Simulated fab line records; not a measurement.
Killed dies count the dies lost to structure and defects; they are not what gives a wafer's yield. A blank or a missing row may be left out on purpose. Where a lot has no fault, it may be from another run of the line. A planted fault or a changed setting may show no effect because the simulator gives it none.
fab line records -- flow sky130
record: lots: 15, wafers: 45, last-day: 50
route steps=708 shown GATE_OXIDE@197 LDD_P@262 LDD_HVN@276
lots that met no fault: from a run of the same line without faults
start-h: start of the lot's first displayed wafer, in hours after the record's first day -- wait-h: hours from the lot's prior step to this one -- " unchanged from the row above -- L1.1+2: a row that stands for several wafers -- - either no value or no given start -- * or withheld: withheld -- < > ~ a bound
route shown NAME@n: NAME is a module with steps in the file, n the number in the route of the first one -- usual: the fault-free wafers' mean and standard deviation -- same: alike in all rows -- chamber/n: place in a boat -- sites: readings site by site -- _std_site: standard deviation across them -- _edge_site: outer sites' mean less inner sites' -- radius-mm: for every site, how far away it sits from the centre of the wafer -- mask NAME#n: copy n -- behind: the last tool/chamber to shape the wafer -- hold: cause of the lot's hold/its duration in hours/its outcome -- device: transistor that didn't switch, given as n, p or np -- end of line: tests of these same wafers at the route's end -- a step without rows: its recipe alone -- killed: the dies lost at the first sort to structure and to defects; this is not the yield of the wafer -- map: a wafer's dies, x killed, . not, _ none there
set.NAME: the run value of the setting; set.NAME@STEP: its run value at that earlier step -- model.NAME: the simulator's own value behind a step, which no gauge read
route steps across a sampled set of lots; one table per step, one row per wafer
services: a tool's chamber out of use, with start hour (start-h, from the record's first day; less than 0 if before it), hours out, and reason
== steps ==
step: SKY_GATE_OXIDE_OVL_MEAS_10
usual: GATE_OXIDE_OVL: -0.2/1.3
lot.wafer,tool,chamber,start-h,wait-h,GATE_OXIDE_OVL[nm]
L266.1,overlay-02,-,303.72,0.1,-0.9
L266.5,overlay-02,-,303.72,0.1,0.3
L266.6,overlay-02,-,303.72,0.1,-1.5
L267.1,overlay-01,-,313.04,0.1,-1.0
L267.2,overlay-01,-,313.04,0.1,-0.4
L267.4,overlay-01,-,313.04,0.1,-1.0
L268.2,overlay-02,-,322.91,0.1,-1.0
L268.4,overlay-02,-,322.91,0.1,-1.2
L268.6,overlay-02,-,322.91,0.1,-1.0
L269.1,overlay-01,-,330.97,0.1,-1.5
L269.4,overlay-01,-,330.97,0.1,-0.6
L269.6,overlay-01,-,330.97,0.1,-0.6
L270.2,overlay-02,-,343.50,0.1,-0.7
L270.3,overlay-02,-,343.50,0.1,0.3
L270.6,overlay-02,-,343.50,0.1,0.8
L271.1,overlay-02,-,354.19,0.1,-0.1
L271.2,overlay-02,-,354.19,0.1,-1.5
L271.6,overlay-02,-,354.19,0.1,0.4
L272.1,overlay-01,-,361.34,0.1,-1.1
L272.2,overlay-01,-,361.34,0.1,-0.6
L272.5,overlay-01,-,361.34,0.1,0.5
L273.1,overlay-01,-,371.65,0.1,3.0
L273.2,overlay-01,-,371.65,0.1,2.4
L273.5,overlay-01,-,371.65,0.1,2.6
L280.1,overlay-02,-,434.44,0.1,0.5
L280.4,overlay-02,-,434.44,0.1,-0.1
L280.5,overlay-02,-,434.44,0.1,-0.1
L282.1,overlay-02,-,444.29,0.1,-1.8
L282.2,overlay-02,-,444.29,0.1,1.4
L282.3,overlay-02,-,444.29,0.1,1.6
L283.1,overlay-02,-,450.17,0.1,-0.2
L283.5,overlay-02,-,450.17,0.1,0.1
L283.6,overlay-02,-,450.17,0.1,-0.6
L284.1,overlay-01,-,461.99,0.1,-2.6
L284.3,overlay-01,-,461.99,0.1,0.6
L284.4,overlay-01,-,461.99,0.1,-1.9
L286.1,overlay-02,-,481.25,0.1,-0.5
L286.3,overlay-02,-,481.25,0.1,0.7
L286.6,overlay-02,-,481.25,0.1,0.6
L287.1,overlay-01,-,492.34,0.1,-1.9
L287.4,overlay-01,-,492.34,0.1,-1.2
L287.5,overlay-01,-,492.34,0.1,-3.5
L289.2,overlay-01,-,505.58,0.1,-0.8
L289.4,overlay-01,-,505.58,0.1,1.2
L289.6,overlay-01,-,505.58,0.1,-0.7
step: SKY_LDD_P_CD_MEAS_07
recipe: target-cd-nm: 380
usual: cd-nm: 380.6/2.7
lot.wafer,tool,chamber,start-h,wait-h,cd-nm
L266.1,cd-sem-02,-,425.85,0.1,383.9
L266.5,cd-sem-02,-,425.85,0.1,380.4
L266.6,cd-sem-02,-,425.85,0.1,380.3
L267.1,cd-sem-01,-,438.92,0.1,380.7
L267.2,cd-sem-01,-,438.92,0.1,377.6
L267.4,cd-sem-01,-,438.92,0.1,381.4
L268.2,cd-sem-01,-,449.61,0.1,383.7
L268.4,cd-sem-01,-,449.61,0.1,382.7
L268.6,cd-sem-01,-,449.61,0.1,381.2
L269.1,cd-sem-02,-,460.07,0.1,375.5
L269.4,cd-sem-02,-,460.07,0.1,375.9
L269.6,cd-sem-02,-,460.07,0.1,378.1
L270.2,cd-sem-02,-,471.61,0.1,379.7
L270.3,cd-sem-02,-,471.61,0.1,380.1
L270.6,cd-sem-02,-,471.61,0.1,377.5
L271.1,cd-sem-02,-,487.04,0.1,382.1
L271.2,cd-sem-02,-,487.04,0.1,380.2
L271.6,cd-sem-02,-,487.04,0.1,380.3
L272.1,cd-sem-02,-,491.44,0.1,382.7
L272.2,cd-sem-02,-,491.44,0.1,384.6
L272.5,cd-sem-02,-,491.44,0.1,380.6
L273.1,cd-sem-01,-,503.59,0.1,384.5
L273.2,cd-sem-01,-,503.59,0.1,380.7
L273.5,cd-sem-01,-,503.59,0.1,382.5
L280.1,cd-sem-01,-,562.45,0.1,375.5
L280.4,cd-sem-01,-,562.45,0.1,378.2
L280.5,cd-sem-01,-,562.45,0.1,375.3
L282.1,cd-sem-01,-,574.50,0.1,377.9
L282.2,cd-sem-01,-,574.50,0.1,377.9
L282.3,cd-sem-01,-,574.50,0.1,378.2
L283.1,cd-sem-02,-,580.10,0.1,381.4
L283.5,cd-sem-02,-,580.10,0.1,379.3
L283.6,cd-sem-02,-,580.10,0.1,382.1
L284.1,cd-sem-02,-,591.12,0.2,387.1
L284.3,cd-sem-02,-,591.12,0.2,386.8
L284.4,cd-sem-02,-,591.12,0.2,386.0
L286.1,cd-sem-01,-,607.00,0.1,382.2
L286.3,cd-sem-01,-,607.00,0.1,382.3
L286.6,cd-sem-01,-,607.00,0.1,381.9
L287.1,cd-sem-02,-,619.00,0.1,381.2
L287.4,cd-sem-02,-,619.00,0.1,377.1
L287.5,cd-sem-02,-,619.00,0.1,379.1
L289.2,cd-sem-01,-,633.76,0.1,378.5
L289.4,cd-sem-01,-,633.76,0.1,381.8
L289.6,cd-sem-01,-,633.76,0.1,378.3
step: SKY_LDD_P_OVL_MEAS_08
usual: LDD_P_OVL: -0.4/1.4
lot.wafer,tool,chamber,start-h,wait-h,LDD_P_OVL[nm]
L266.1,overlay-02,-,425.97,0.1,-0.5
L266.5,overlay-02,-,425.97,0.1,0.5
L266.6,overlay-02,-,425.97,0.1,0.3
L267.1,overlay-02,-,439.04,0.1,-0.5
L267.2,overlay-02,-,439.04,0.1,1.7
L267.4,overlay-02,-,439.04,0.1,1.2
L268.2,overlay-02,-,449.72,0.1,1.1
L268.4,overlay-02,-,449.72,0.1,-1.1
L268.6,overlay-02,-,449.72,0.1,2.6
L269.1,overlay-01,-,460.19,0.1,0.5
L269.4,overlay-01,-,460.19,0.1,-1.6
L269.6,overlay-01,-,460.19,0.1,-1.3
L270.2,overlay-02,-,471.72,0.1,-1.7
L270.3,overlay-02,-,471.72,0.1,-2.8
L270.6,overlay-02,-,471.72,0.1,-1.9
L271.1,overlay-01,-,487.16,0.1,-1.3
L271.2,overlay-01,-,487.16,0.1,-0.6
L271.6,overlay-01,-,487.16,0.1,-1.2
L272.1,overlay-02,-,491.56,0.1,-3.0
L272.2,overlay-02,-,491.56,0.1,-0.3
L272.5,overlay-02,-,491.56,0.1,-1.8
L273.1,overlay-02,-,503.71,0.1,0.6
L273.2,overlay-02,-,503.71,0.1,0.4
L273.5,overlay-02,-,503.71,0.1,0.8
L280.1,overlay-01,-,562.57,0.1,2.3
L280.4,overlay-01,-,562.57,0.1,2.5
L280.5,overlay-01,-,562.57,0.1,1.0
L282.1,overlay-02,-,574.62,0.1,-0.5
L282.2,overlay-02,-,574.62,0.1,-2.3
L282.3,overlay-02,-,574.62,0.1,-0.7
L283.1,overlay-02,-,580.22,0.1,1.1
L283.5,overlay-02,-,580.22,0.1,0.3
L283.6,overlay-02,-,580.22,0.1,1.2
L284.1,overlay-01,-,591.24,0.1,0.7
L284.3,overlay-01,-,591.24,0.1,-0.6
L284.4,overlay-01,-,591.24,0.1,1.5
L286.1,overlay-01,-,607.12,0.1,1.0
L286.3,overlay-01,-,607.12,0.1,-2.0
L286.6,overlay-01,-,607.12,0.1,0.8
L287.1,overlay-02,-,619.12,0.1,-3.1
L287.4,overlay-02,-,619.12,0.1,-2.7
L287.5,overlay-02,-,619.12,0.1,-3.4
L289.2,overlay-01,-,633.87,0.1,0.3
L289.4,overlay-01,-,633.87,0.1,1.8
L289.6,overlay-01,-,633.87,0.1,0.1
step: SKY_LDD_P_STRIP_10
recipe: chemistry: O2/N2, power-w: 1400, pressure-mtorr: 1500, platen-temp-c: withheld, o2-flow-sccm: 3000, n2-flow-sccm: 300, overash-fraction: 0.5
usual: chamber-pressure-mTorr: 1499.9/1.2, drypump-motor-current-A: 5.6/0.33, n2-flow-sccm: 299.9/1, oes-product-au: 0.716/0.0043, strip-time-to-endpoint-s: 14.19/0.049
lot.wafer,tool,chamber,start-h,wait-h,chamber-pressure-mTorr,drypump-motor-current-A,n2-flow-sccm,oes-product-au,rf-hours-counter-h,strip-time-to-endpoint-s
L266.1,plasma-asher-04,1,426.16,0.1,1500.9,5.8,298.8,0.722,30,14.17
L266.5,plasma-asher-04,1,426.16,0.1,1500.3,5.8,300.0,0.715,-,14.15
L266.6,plasma-asher-04,0,426.16,0.1,1499.7,5.4,299.2,0.719,-,14.17
L267.1,plasma-asher-04,1,439.23,0.1,1499.8,5.8,300.0,0.712,32,14.23
L267.2,plasma-asher-04,0,439.23,0.1,1502.3,5.4,300.1,0.711,32,14.15
L267.4,plasma-asher-04,0,439.23,0.1,1499.4,5.4,301.9,0.712,-,14.20
L268.2,plasma-asher-03,0,449.90,0.1,1497.0,4.9,300.3,0.716,75,14.13
L268.4,plasma-asher-03,0,449.90,0.1,1501.6,4.9,299.2,0.714,-,14.09
L268.6,plasma-asher-03,1,449.90,0.1,1502.2,5.7,299.1,0.717,-,14.09
L269.1,plasma-asher-04,0,460.38,0.1,1499.2,5.4,298.3,0.719,34,14.16
L269.4,plasma-asher-04,0,460.38,0.1,1500.4,5.4,299.8,0.718,-,14.18
L269.6,plasma-asher-04,0,460.38,0.1,1501.1,5.4,300.0,0.723,-,14.17
L270.2,plasma-asher-02,0,471.90,0.1,1501.5,6.1,298.8,0.712,3,14.17
L270.3,plasma-asher-02,0,471.90,0.1,1500.2,6.1,299.8,0.715,-,14.11
L270.6,plasma-asher-02,1,471.90,0.1,1498.0,5.8,300.5,0.711,-,14.16
L271.1,plasma-asher-04,1,487.35,0.1,-,-,-,-,-,-
L271.2,plasma-asher-04,0,487.35,0.1,-,-,-,-,-,-
L271.6,plasma-asher-04,1,487.35,0.1,-,-,-,-,-,-
L272.1,plasma-asher-02,1,491.75,0.1,-,-,-,-,-,-
L272.2,plasma-asher-02,0,491.75,0.1,-,-,-,-,-,-
L272.5,plasma-asher-02,1,491.75,0.1,-,-,-,-,-,-
L273.1,plasma-asher-04,0,503.90,0.1,-,-,-,-,-,-
L273.2,plasma-asher-04,1,503.90,0.1,-,-,-,-,-,-
L273.5,plasma-asher-04,1,503.90,0.1,-,-,-,-,-,-
L280.1,plasma-asher-03,1,562.76,0.1,1499.3,5.7,300.4,0.707,86,14.23
L280.4,plasma-asher-03,0,562.76,0.1,1499.6,4.9,300.6,0.717,-,14.27
L280.5,plasma-asher-03,1,562.76,0.1,1500.3,5.7,301.0,0.716,-,14.25
L282.1,plasma-asher-04,1,574.81,0.1,1501.2,5.8,300.8,0.717,47,14.23
L282.2,plasma-asher-04,0,574.81,0.1,1502.6,5.4,300.7,0.712,47,14.22
L282.3,plasma-asher-04,1,574.81,0.1,1499.8,5.8,299.7,0.713,-,14.22
L283.1,plasma-asher-04,0,580.41,0.1,1499.4,5.4,299.8,0.723,48,14.22
L283.5,plasma-asher-04,0,580.41,0.1,1500.6,5.4,300.4,0.712,-,14.21
L283.6,plasma-asher-04,1,580.41,0.1,1498.7,5.8,299.7,0.709,-,14.20
L284.1,plasma-asher-04,0,591.43,0.1,1500.5,5.4,300.0,0.714,49,14.15
L284.3,plasma-asher-04,0,591.43,0.1,1500.1,5.4,298.5,0.719,-,14.12
L284.4,plasma-asher-04,1,591.43,0.1,1499.6,5.8,301.3,0.713,-,14.14
L286.1,plasma-asher-04,0,607.31,0.1,1500.8,5.4,301.4,0.721,50,14.22
L286.3,plasma-asher-04,1,607.31,0.1,1497.7,5.8,299.6,0.714,-,14.24
L286.6,plasma-asher-04,1,607.31,0.1,1499.3,5.8,299.1,0.715,-,14.17
L287.1,plasma-asher-03,0,619.31,0.1,1500.2,4.9,298.0,0.717,90,14.25
L287.4,plasma-asher-03,1,619.31,0.1,1500.0,5.8,300.6,0.714,-,14.21
L287.5,plasma-asher-03,0,619.31,0.1,1499.0,4.9,298.5,0.715,-,14.23
L289.2,plasma-asher-03,0,634.05,0.1,1498.4,4.9,300.4,0.729,91,14.28
L289.4,plasma-asher-03,1,634.05,0.1,1499.3,5.6,300.6,0.714,-,14.23
L289.6,plasma-asher-03,1,634.05,0.1,1501.3,5.7,300.5,0.711,-,14.25
step: SKY_LDD_HVN_STRIP_09
recipe: chemistry: O2/N2, power-w: 1400, pressure-mtorr: 1500, platen-temp-c: withheld, o2-flow-sccm: 3000, n2-flow-sccm: 300, overash-fraction: 0.5
usual: chamber-pressure-mTorr: 1500.1/1.2, drypump-motor-current-A: 5.6/0.5, n2-flow-sccm: 299.9/0.94, oes-product-au: 0.408/0.0048, strip-time-to-endpoint-s: 4.135/0.018
lot.wafer,tool,chamber,start-h,wait-h,chamber-pressure-mTorr,drypump-motor-current-A,n2-flow-sccm,oes-product-au,rf-hours-counter-h,strip-time-to-endpoint-s
L266.1,plasma-asher-03,0,456.96,0.1,1499.8,4.9,298.6,0.406,75,4.153
L266.5,plasma-asher-03,1,456.96,0.1,1499.7,5.7,300.4,0.408,-,4.141
L266.6,plasma-asher-03,0,456.96,0.1,1501.9,4.9,298.9,0.416,-,4.142
L267.1,plasma-asher-03,1,469.98,0.1,1500.0,5.7,301.2,0.406,77,4.123
L267.2,plasma-asher-03,0,469.98,0.1,1498.2,4.9,299.5,0.418,77,4.156
L267.4,plasma-asher-03,0,469.98,0.1,1500.1,4.9,300.1,0.407,-,4.127
L268.2,plasma-asher-04,1,480.63,0.1,1499.0,5.8,298.8,0.401,37,4.141
L268.4,plasma-asher-04,1,480.63,0.1,1501.8,5.8,299.0,0.404,-,4.137
L268.6,plasma-asher-04,1,480.63,0.1,1499.4,5.8,299.0,0.410,-,4.136
L269.1,plasma-asher-03,1,491.28,0.1,1501.7,5.8,298.3,0.410,79,4.120
L269.4,plasma-asher-03,0,491.28,0.1,1500.5,4.9,300.5,0.410,-,4.132
L269.6,plasma-asher-03,0,491.28,0.1,1500.8,4.9,299.6,0.403,-,4.137
L270.2,plasma-asher-03,1,503.11,0.1,1499.9,5.7,300.4,0.407,80,4.145
L270.3,plasma-asher-03,0,503.11,0.1,1498.5,4.9,300.2,0.412,-,4.166
L270.6,plasma-asher-03,1,503.11,0.1,1498.7,5.7,299.3,0.408,-,4.160
L271.1,plasma-asher-04,1,517.81,0.1,1500.7,5.8,299.8,0.722,40,21.734
L271.2,plasma-asher-04,0,517.81,0.1,1500.8,5.4,299.5,0.712,40,21.777
L271.6,plasma-asher-04,0,517.81,0.1,1501.2,5.4,300.1,0.718,-,21.812
L272.1,plasma-asher-04,0,521.73,0.1,1500.2,5.4,301.1,0.712,41,21.691
L272.2,plasma-asher-04,1,521.73,0.1,1497.7,5.8,300.8,0.718,41,21.654
L272.5,plasma-asher-04,0,521.73,0.1,1499.2,5.4,300.6,0.712,-,21.663
L273.1,plasma-asher-03,0,533.91,0.1,1500.7,4.9,300.8,0.711,84,21.700
L273.2,plasma-asher-03,1,533.91,0.1,1497.6,5.7,299.2,0.711,84,21.733
L273.5,plasma-asher-03,0,533.91,0.1,1498.3,4.9,299.4,0.710,-,21.704
L280.1,plasma-asher-01,1,591.86,0.1,1499.7,6.1,298.3,0.411,81,4.128
L280.4,plasma-asher-01,0,591.86,0.1,1500.2,6.6,300.7,0.406,-,4.148
L280.5,plasma-asher-01,1,591.86,0.1,1500.6,6.1,299.6,0.409,-,4.137
L282.1,plasma-asher-03,1,604.38,0.1,1501.1,5.7,301.3,0.419,89,4.114
L282.2,plasma-asher-03,0,604.38,0.1,1498.2,4.9,301.7,0.406,89,4.114
L282.3,plasma-asher-03,1,604.38,0.1,1500.0,5.7,300.1,0.406,-,4.124
L283.1,plasma-asher-03,1,609.13,0.1,1500.0,5.7,301.0,0.407,89,4.100
L283.5,plasma-asher-03,0,609.13,0.1,1499.0,4.9,300.1,0.411,-,4.123
L283.6,plasma-asher-03,1,609.13,0.1,1499.7,5.7,299.2,0.407,-,4.139
L284.1,plasma-asher-03,0,620.68,0.1,1500.4,4.9,299.7,0.405,90,4.110
L284.3,plasma-asher-03,1,620.68,0.1,1500.6,5.7,299.9,0.408,-,4.162
L284.4,plasma-asher-03,0,620.68,0.1,1499.5,4.9,299.3,0.409,-,4.128
L286.1,plasma-asher-01,0,636.58,0.1,1499.0,6.5,301.0,0.404,85,4.131
L286.3,plasma-asher-01,1,636.58,0.1,1497.9,6.1,301.3,0.407,-,4.143
L286.6,plasma-asher-01,0,636.58,0.1,1499.4,6.6,299.7,0.408,-,4.148
L287.1,plasma-asher-03,0,648.26,0.1,1499.6,4.9,299.3,0.412,93,4.133
L287.4,plasma-asher-03,1,648.26,0.1,1500.2,5.7,299.3,0.408,-,4.140
L287.5,plasma-asher-03,1,648.26,0.1,1498.4,5.7,299.9,0.408,-,4.132
L289.2,plasma-asher-03,0,662.96,0.1,1501.6,4.9,300.0,0.404,94,4.155
L289.4,plasma-asher-03,1,662.96,0.1,1501.2,5.7,301.1,0.409,-,4.165
L289.6,plasma-asher-03,0,662.96,0.1,1499.8,4.9,300.6,0.412,-,4.152
step: SKY_LDD_HVN_TW_MEAS_10
usual: LDD_HVN_TW: 1444/6.6
lot.wafer,tool,chamber,start-h,wait-h,LDD_HVN_TW
L266.1,film-metro-02,-,457.06,0.1,1432
L266.5,film-metro-02,-,457.06,0.1,1443
L266.6,film-metro-02,-,457.06,0.1,1441
L267.1,film-metro-01,-,470.08,0.1,1454
L267.2,film-metro-01,-,470.08,0.1,1451
L267.4,film-metro-01,-,470.08,0.1,1445
L268.2,film-metro-04,-,480.74,0.1,1437
L268.4,film-metro-04,-,480.74,0.1,1441
L268.6,film-metro-04,-,480.74,0.1,1430
L269.1,film-metro-04,-,491.38,0.1,1444
L269.4,film-metro-04,-,491.38,0.1,1450
L269.6,film-metro-04,-,491.38,0.1,1452
L270.2,film-metro-04,-,503.22,0.1,1441
L270.3,film-metro-04,-,503.22,0.1,1434
L270.6,film-metro-04,-,503.22,0.1,1440
L271.1,film-metro-01,-,517.91,0.1,30
L271.2,film-metro-01,-,517.91,0.1,30
L271.6,film-metro-01,-,517.91,0.1,30
L272.1,film-metro-01,-,521.83,0.1,30
L272.2,film-metro-01,-,521.83,0.1,30
L272.5,film-metro-01,-,521.83,0.1,30
L273.1,film-metro-01,-,534.01,0.1,31
L273.2,film-metro-01,-,534.01,0.1,30
L273.5,film-metro-01,-,534.01,0.1,30
L280.1,film-metro-04,-,591.96,0.1,1442
L280.4,film-metro-04,-,591.96,0.1,1446
L280.5,film-metro-04,-,591.96,0.1,1453
L282.1,film-metro-02,-,604.48,0.1,1443
L282.2,film-metro-02,-,604.48,0.1,1449
L282.3,film-metro-02,-,604.48,0.1,1440
L283.1,film-metro-04,-,609.23,0.1,1444
L283.5,film-metro-04,-,609.23,0.1,1452
L283.6,film-metro-04,-,609.23,0.1,1437
L284.1,film-metro-02,-,620.78,0.1,1450
L284.3,film-metro-02,-,620.78,0.1,1443
L284.4,film-metro-02,-,620.78,0.1,1440
L286.1,film-metro-04,-,636.68,0.1,1443
L286.3,film-metro-04,-,636.68,0.1,1447
L286.6,film-metro-04,-,636.68,0.1,1442
L287.1,film-metro-01,-,648.36,0.1,1450
L287.4,film-metro-01,-,648.36,0.1,1444
L287.5,film-metro-01,-,648.36,0.1,1459
L289.2,film-metro-02,-,663.07,0.1,1437
L289.4,film-metro-02,-,663.07,0.1,1452
L289.6,film-metro-02,-,663.07,0.1,1445
== services ==
tool,chamber,start-h,hours,kind
plasma-asher-03,-,411.54,0.8,repair
plasma-asher-02,-,421.25,9.0,pm
plasma-asher-02,0,421.25,9.0,vent-cycle
plasma-asher-02,1,421.25,9.0,vent-cycle
plasma-asher-02,0,430.25,-,clean
plasma-asher-02,1,430.25,-,clean
plasma-asher-02,-,439.19,14.6,pm
plasma-asher-01,-,495.47,7.8,pm
plasma-asher-01,-,536.00,0.5,repair
plasma-asher-03,-,563.60,18.2,repair
plasma-asher-02,-,567.20,13.2,repair
plasma-asher-04,-,580.69,2.2,repair
plasma-asher-03,-,586.17,2.8,pm
plasma-asher-03,-,611.03,4.3,pm
plasma-asher-01,-,637.79,3.7,repair
== key ==
first-sign: step: SKY_LDD_P_STRIP_10, reading: tool-record, direction: missing
effect: step: SKY_LDD_HVN_STRIP_09, reading: strip-time-to-endpoint-s, direction: up, sigmas: 99+, usual: *, struck: *
effect: step: SKY_LDD_HVN_TW_MEAS_10, reading: LDD_HVN_TW, direction: down, sigmas: 99+, usual: 1444, struck: 30
met-at SKY_LDD_P_STRIP_10
struck-lots L271,L272,L273
sort-left-out L271.1,L271.2,L271.6,L272.1,L272.2,L272.5,L273.1,L273.2,L273.5
tester-left-out L271,L272,L273
not-acting-at SKY_GATE_OXIDE_OVL_MEAS_10,SKY_LDD_P_CD_MEAS_07,SKY_LDD_P_OVL_MEAS_08
onset-between 471.90 487.35
fault: kind: skipped-step-whole, tool: plasma-asher-02,plasma-asher-04, chamber: -, onset-h: 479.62, steps: SKY_LDD_P_STRIP_10, scope: struck-lots-only
tester-left-out: of these lots the tester's yield and bins aren't shown, on N5 and GAA mostly nor the transistor test; their killed dies are dies lost to structure and defects alone, not to doping, threshold or leakage, so they don't give the yield
sort-left-out: the simulated sort isn't trusted on such a fault, so these wafers' sort isn't shown, and their yield isn't known
